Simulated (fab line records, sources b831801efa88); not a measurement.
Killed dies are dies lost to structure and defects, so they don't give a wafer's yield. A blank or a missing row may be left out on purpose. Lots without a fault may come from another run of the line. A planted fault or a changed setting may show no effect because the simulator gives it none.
fab line records | flow gf180mcu
record lots=12 wafers=36 last_day=34
route steps=602 shown NSD@244 SAB@275 CONTACT@301
lots that met no fault: from a run of the same line without faults
start_h: hours from the record's first day to the start of the lot's first wafer shown | wait_h: hours since the lot's step before | " the same as in the row above | L1.1+2: a row that stands for several wafers | - no value, or no start given | * or withheld: withheld | < > ~ a bound
route shown NAME@n: a module of which the file shows steps, and the number in the route of the first | usual: mean/standard deviation of fault-free wafers | same: alike in all rows | chamber/n: place in a boat | sites: the reading at each site | _std_site: their standard deviation | _edge_site: outer sites' mean less inner sites' | radius_mm: how far each site lies from the wafer's centre | mask NAME#n: copy n | behind: the tool/chamber that last shaped the wafer | hold: why the lot was held/for how many hours/how that ended | device: the transistor (n, p or np) that didn't switch | end of line: the same wafers' tests at the end of the route | a step without rows: its recipe alone | killed: dies lost to structure and defects at the first sort, not the wafer's yield | map: a wafer's dies, x killed, . not, _ none there
set.NAME: the setting as run; set.NAME@STEP: as run at that earlier step | model.NAME: the simulator's own value behind a step, which no gauge read
steps of the route over a sample of lots; a table a step, a row a wafer
services: from which hour (start_h, from the record's first day; less than 0 if before it) a tool's chamber was out of use, for how many hours, and why
## steps
# step GF_NSD_IMPLANT_09
# recipe species=As energy_kev=60 dose_cm2=4e+15 tilt_deg=7
# usual beam_energy_keV=60.000/0.019
# columns lot.wafer tool chamber start_h wait_h beam_energy_keV
L355.1 implanter-01 0 308.44 0.0 59.983
L355.2 " 0 " " 59.998
L355.3 " 0 " " 60.013
L357.2 implanter-03 0 331.15 0.0 60.054
L357.3 " 0 " " 60.024
L357.6 " 0 " " 60.044
L358.2 implanter-01 0 337.17 0.0 59.994
L358.3 " 0 " " 59.999
L358.5 " 0 " " 59.982
L360.2 implanter-03 0 350.67 0.0 59.995
L360.4 " 0 " " 60.019
L360.6 " 0 " " 60.012
L361.2 implanter-01 0 356.65 0.0 60.019
L361.4 " 0 " " 59.994
L361.5 " 0 " " 60.005
L362.1 implanter-01 0 372.50 0.0 64.705
L362.4 " 0 " " 64.718
L362.6 " 0 " " 64.696
L365.2 implanter-01 0 396.72 0.0 64.685
L365.3 " 0 " " 64.720
L365.5 " 0 " " 64.709
L370.2 implanter-02 0 441.65 0.0 59.962
L370.3 " 0 " " 59.984
L370.6 " 0 " " 59.994
L372.3 implanter-03 0 455.37 0.1 59.956
L372.4 " 0 " " 59.971
L372.6 " 0 " " 60.025
L373.1 implanter-03 0 461.87 0.0 60.019
L373.4 " 0 " " 59.980
L373.6 " 0 " " 60.005
L375.2 implanter-01 0 477.37 0.0 59.994
L375.5 " 0 " " 60.025
L375.6 " 0 " " 59.998
L376.4 implanter-03 0 485.96 0.1 60.018
L376.5 " 0 " " 60.035
L376.6 " 0 " " 60.013
# step GF_NSD_STRIP_11
# recipe chemistry=O2/N2 power_w=1400 pressure_mtorr=1500 platen_temp_c=250 o2_flow_sccm=3000 n2_flow_sccm=300 overash_fraction=0.5
# usual drypump_motor_current_A=5.7/0.61 heater_power_w=336/31 n2_flow_sccm=300.1/0.88 oes_product_au=0.487/0.0041 strip_time_to_endpoint_s=22.98/0.038
# columns lot.wafer tool chamber start_h wait_h drypump_motor_current_A heater_power_w n2_flow_sccm oes_product_au rf_hours_counter_h strip_time_to_endpoint_s
L355.1 plasma_asher-04 0 308.74 0.1 5.9 324 300.8 0.484 53 23.03
L355.2 " 1 " " 6.1 336 299.5 0.486 53 22.97
L355.3 " 0 " " 5.9 329 300.2 0.489 - 22.96
L357.2 plasma_asher-03 0 331.43 0.1 6.1 371 300.7 0.489 23 22.98
L357.3 " 0 " " 6.1 379 302.0 0.488 - 22.92
L357.6 " 0 " " 6.1 370 301.5 0.487 - 22.96
L358.2 plasma_asher-01 1 337.44 0.1 6.6 369 301.2 0.491 70 22.95
L358.3 " 1 " " 6.6 374 300.6 0.491 - 22.97
L358.5 " 1 " " 6.6 372 301.7 0.484 - 22.96
L360.2 plasma_asher-04 0 350.94 0.1 5.9 320 300.2 0.494 57 22.91
L360.4 " 1 " " 6.1 344 299.8 0.487 - 22.93
L360.6 " 0 " " 5.9 313 299.9 0.493 - 22.91
L361.2 plasma_asher-03 1 356.93 0.1 4.8 286 300.0 0.490 26 22.94
L361.4 " 1 " " 4.8 290 298.7 0.487 - 22.97
L361.5 " 0 " " 6.1 384 299.5 0.476 - 22.97
L362.1 plasma_asher-01 1 372.80 0.1 6.6 370 301.4 0.476 74 23.59
L362.4 " 1 " " 6.6 372 300.9 0.478 - 23.60
L362.6 " 0 " " 5.3 334 299.4 0.488 - 23.58
L365.2 plasma_asher-03 0 397.00 0.1 6.1 371 298.7 0.476 30 23.59
L365.3 " 1 " " 4.8 304 300.2 0.478 - 23.60
L365.5 " 0 " " 6.1 370 298.9 0.485 - 23.58
L370.2 plasma_asher-03 1 441.92 0.1 4.8 291 300.1 0.483 35 23.04
L370.3 " 0 " " 6.1 375 298.6 0.483 - 23.03
L370.6 " 1 " " 4.8 298 300.1 0.490 - 23.04
L372.3 plasma_asher-04 1 455.66 0.1 6.1 344 301.4 0.492 - 22.97
L372.4 " 0 " " 5.9 318 300.6 0.483 - 23.02
L372.6 " 0 " " 5.9 326 298.8 0.484 - 23.01
L373.1 plasma_asher-04 1 462.17 0.1 6.1 347 300.3 0.482 69 23.03
L373.4 " 0 " " 5.9 319 300.3 0.487 - 23.04
L373.6 " 0 " " 5.9 322 300.2 0.489 - 23.04
L375.2 plasma_asher-03 0 477.64 0.1 6.1 379 301.9 0.484 39 22.98
L375.5 " 1 " " 4.8 293 298.9 0.486 - 23.02
L375.6 " 0 " " 6.1 375 300.7 0.483 - 22.98
L376.4 plasma_asher-03 1 486.22 0.1 4.8 298 299.6 0.484 - 22.95
L376.5 " 1 " " 4.8 293 300.6 0.489 - 22.90
L376.6 " 0 " " 6.1 374 299.6 0.483 - 22.94
# step GF_PSD_RS_MEAS_14
# recipe thk_meas_gauge=four-point-probe
# usual NSD_RS=46.10/0.095
# columns lot.wafer tool chamber start_h wait_h NSD_RS[ohm/sq]
L355.1 film_metro-01 - 329.92 0.1 45.93
L355.2 " - " " 46.01
L355.3 " - " " 46.05
L357.2 film_metro-02 - 353.26 0.1 46.14
L357.3 " - " " 46.24
L357.6 " - " " 46.20
L358.2 film_metro-01 - 359.55 0.1 46.25
L358.3 " - " " 46.14
L358.5 " - " " 46.27
L360.2 film_metro-01 - 373.17 0.1 46.01
L360.4 " - " " 46.12
L360.6 " - " " 46.11
L361.2 film_metro-01 - 379.91 0.1 45.98
L361.4 " - " " 46.07
L361.5 " - " " 46.04
L362.1 film_metro-02 - 395.40 0.1 44.92
L362.4 " - " " 44.83
L362.6 " - " " 44.92
L365.2 film_metro-03 - 420.14 0.1 44.67
L365.3 " - " " 44.61
L365.5 " - " " 44.64
L370.2 film_metro-01 - 465.86 0.1 46.04
L370.3 " - " " 46.07
L370.6 " - " " 46.08
L372.3 film_metro-01 - 480.27 0.1 46.07
L372.4 " - " " 45.97
L372.6 " - " " 46.14
L373.1 film_metro-02 - 486.81 0.1 46.12
L373.4 " - " " 46.16
L373.6 " - " " 46.11
L375.2 film_metro-02 - 502.44 0.1 46.13
L375.5 " - " " 46.10
L375.6 " - " " 46.31
L376.4 film_metro-02 - 511.12 0.1 46.12
L376.5 " - " " 46.11
L376.6 " - " " 46.12
# step GF_SAB_ETCH_11
# recipe chemistry=C4F8/O2/Ar mask_material=NOVOLAK target=SiO2 target_depth_nm=55 source_w=1500 bias_w=1200 pressure_mtorr=40 c4f8_flow_sccm=withheld O2_flow_sccm=6 Ar_flow_sccm=300 time_s=8.5
# usual oes_product_au=0.997/0.011
# columns lot.wafer tool chamber start_h wait_h oes_product_au rf_hours_counter_h
L355.1 rie_diel-03 3 352.00 0.0 0.992 100
L355.2 " 0 " " 0.995 5
L355.3 " 2 " " 0.989 6
L357.2 rie_diel-04 3 375.75 0.0 0.995 35
L357.3 " 2 " " 0.988 0
L357.6 " 3 " " 0.995 -
L358.2 rie_diel-03 3 382.14 0.0 1.010 101
L358.3 " 2 " " 0.993 7
L358.5 " 1 " " 1.017 -
L360.2 rie_diel-04 1 396.40 0.0 1.011 4
L360.4 " 0 " " 1.021 2
L360.6 " 2 " " 0.987 -
L361.2 rie_diel-03 0 402.50 0.0 0.987 6
L361.4 " 3 " " 0.999 101
L361.5 " 2 " " 0.988 -
L362.1 rie_diel-02 1 417.89 0.0 1.011 0
L362.4 " 0 " " 0.992 20
L362.6 " 1 " " 1.009 -
L365.2 rie_diel-04 2 444.75 0.0 0.992 2
L365.3 " 0 " " 1.008 3
L365.5 " 2 " " 0.998 -
L370.2 rie_diel-02 3 490.25 0.0 0.997 10
L370.3 " 2 " " 1.005 99
L370.6 " 0 " " 0.995 -
L372.3 rie_diel-04 2 504.05 0.0 0.988 3
L372.4 " 3 " " 0.996 38
L372.6 " 3 " " 1.002 -
L373.1 rie_diel-04 3 510.94 0.0 0.990 38
L373.4 " 0 " " 1.010 3
L373.6 " 3 " " 0.993 -
L375.2 rie_diel-02 3 525.29 0.0 0.983 11
L375.5 " 2 " " 0.985 -
L375.6 " 3 " " 0.992 -
L376.4 rie_diel-04 2 533.75 0.0 0.985 4
L376.5 " 2 " " 0.994 -
L376.6 " 3 " " 1.005 -
# step GF_CONTACT_CD_MEAS_14
# recipe target_cd_nm=220
# usual cd_nm=220.0/1.6
# columns lot.wafer tool chamber start_h wait_h cd_nm
L355.1 cd_sem-01 - 375.95 0.1 217.4
L355.2 " - " " 217.2
L355.3 " - " " 218.1
L357.2 cd_sem-02 - 399.16 0.1 220.8
L357.3 " - " " 219.8
L357.6 " - " " 220.3
L358.2 cd_sem-02 - 405.96 0.1 218.9
L358.3 " - " " 218.7
L358.5 " - " " 217.8
L360.2 cd_sem-02 - 421.26 0.1 219.1
L360.4 " - " " 219.7
L360.6 " - " " 218.0
L361.2 cd_sem-01 - 427.51 0.1 221.1
L361.4 " - " " 221.6
L361.5 " - " " 222.2
L362.1 cd_sem-01 - 443.49 0.1 218.8
L362.4 " - " " 219.8
L362.6 " - " " 218.7
L365.2 cd_sem-01 - 470.06 0.1 219.4
L365.3 " - " " 218.2
L365.5 " - " " 218.9
L370.2 cd_sem-02 - 515.11 0.1 218.8
L370.3 " - " " 218.3
L370.6 " - " " 219.1
L372.3 cd_sem-01 - 528.68 0.1 220.3
L372.4 " - " " 219.3
L372.6 " - " " 219.6
L373.1 cd_sem-02 - 535.49 0.1 218.7
L373.4 " - " " 221.0
L373.6 " - " " 218.6
L375.2 cd_sem-01 - 549.31 0.1 220.7
L375.5 " - " " 221.7
L375.6 " - " " 220.8
L376.4 cd_sem-01 - 557.75 0.1 220.1
L376.5 " - " " 220.3
L376.6 " - " " 220.9
# step GF_CONTACT_CVD_24
# recipe material=W target_thk_nm=300 time_s=90.339 temp_c=400 pressure_torr=40
# usual heater_power_w=845/120
# columns lot.wafer tool chamber start_h wait_h heater_power_w since_wet_clean_h
L355.1 cvd_w-01 0 376.66 0.0 708 473
L355.2 " 1 " " 1021 473
L355.3 " 0 " " 717 -
L357.2 cvd_w-01 1 399.87 0.0 1046 496
L357.3 " 1 " " 1017 -
L357.6 " 0 " " 726 -
L358.2 cvd_w-02 1 406.71 0.1 823 -
L358.3 " 1 " " 812 -
L358.5 " 1 " " 817 -
L360.2 cvd_w-02 0 421.99 0.1 777 -
L360.4 " 0 " " 808 -
L360.6 " 0 " " 797 -
L361.2 cvd_w-01 1 428.21 0.0 1044 524
L361.4 " 0 " " 715 -
L361.5 " 0 " " 715 -
L362.1 cvd_w-02 1 444.21 0.0 836 40
L362.4 " 1 " " 821 -
L362.6 " 1 " " 810 -
L365.2 cvd_w-02 0 470.78 0.0 789 67
L365.3 " 1 " " 811 -
L365.5 " 1 " " 831 -
L370.2 cvd_w-02 0 515.91 0.0 800 112
L370.3 " 1 " " 819 -
L370.6 " 1 " " 824 -
L372.3 cvd_w-01 0 529.40 0.1 710 -
L372.4 " 1 " " 1031 -
L372.6 " 0 " " 722 -
L373.1 cvd_w-02 0 536.20 0.0 797 132
L373.4 " 0 " " 779 -
L373.6 " 0 " " 819 -
L375.2 cvd_w-01 0 550.02 0.0 711 646
L375.5 " 0 " " 728 -
L375.6 " 1 " " 1024 -
L376.4 cvd_w-01 1 558.54 0.1 1003 -
L376.5 " 0 " " 693 -
L376.6 " 1 " " 1018 -
## services
# columns tool chamber start_h hours kind
rie_diel-02 3 293.28 10.5 repair
cvd_w-02 - 293.61 6.9 pm
plasma_asher-04 - 299.49 2.8 pm
implanter-01 - 302.69 4.9 pm
rie_diel-04 - 307.11 15.6 pm
cvd_w-02 - 322.70 1.3 repair
cvd_w-02 - 327.68 2.8 pm
cvd_w-01 0 328.97 11.2 repair
rie_diel-02 2 332.18 19.7 repair
implanter-03 - 333.71 3.9 pm
implanter-01 - 348.33 2.8 pm
cvd_w-02 - 369.27 1.5 repair
cvd_w-02 - 390.00 14.0 pm
cvd_w-02 0 399.38 12.1 repair
cvd_w-01 - 404.00 2.8 pm
cvd_w-02 1 416.99 8.4 repair
implanter-01 - 425.98 1.7 repair
implanter-03 - 445.60 3.5 repair
rie_diel-04 0 467.08 14.3 repair
implanter-03 - 482.21 3.2 repair
plasma_asher-04 - 492.97 3.2 repair
implanter-01 - 507.30 6.1 repair
rie_diel-04 - 527.64 0.6 repair
implanter-01 - 533.65 4.9 pm
## key
first_sign step=GF_NSD_IMPLANT_09 reading=beam_energy_keV direction=up sigmas=99+ usual=60.000 struck=64.706
effect step=GF_NSD_STRIP_11 reading=strip_time_to_endpoint_s direction=up sigmas=16 usual=* struck=*
effect step=GF_PSD_RS_MEAS_14 reading=NSD_RS direction=down sigmas=14 usual=46.10 struck=44.76
met_at GF_NSD_IMPLANT_09
struck_lots L362,L365
tester_left_out L362,L365
not_acting_at GF_SAB_ETCH_11,GF_CONTACT_CD_MEAS_14,GF_CONTACT_CVD_24
onset_between 356.65 372.50
fault kind=process_parameter_drift tool=implanter-01 chamber=- onset_h=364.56 steps=GF_NSD_IMPLANT_09 channel=energy_kev offset=4.7176 shape=step end_h=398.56 acts_in=these_recipes_only stated=60
# tester_left_out: of these lots the tester's yield and bins aren't shown, on N5 and GAA mostly nor the transistor test; their killed dies are dies lost to structure and defects alone, not to doping, threshold or leakage, so they don't give the yield
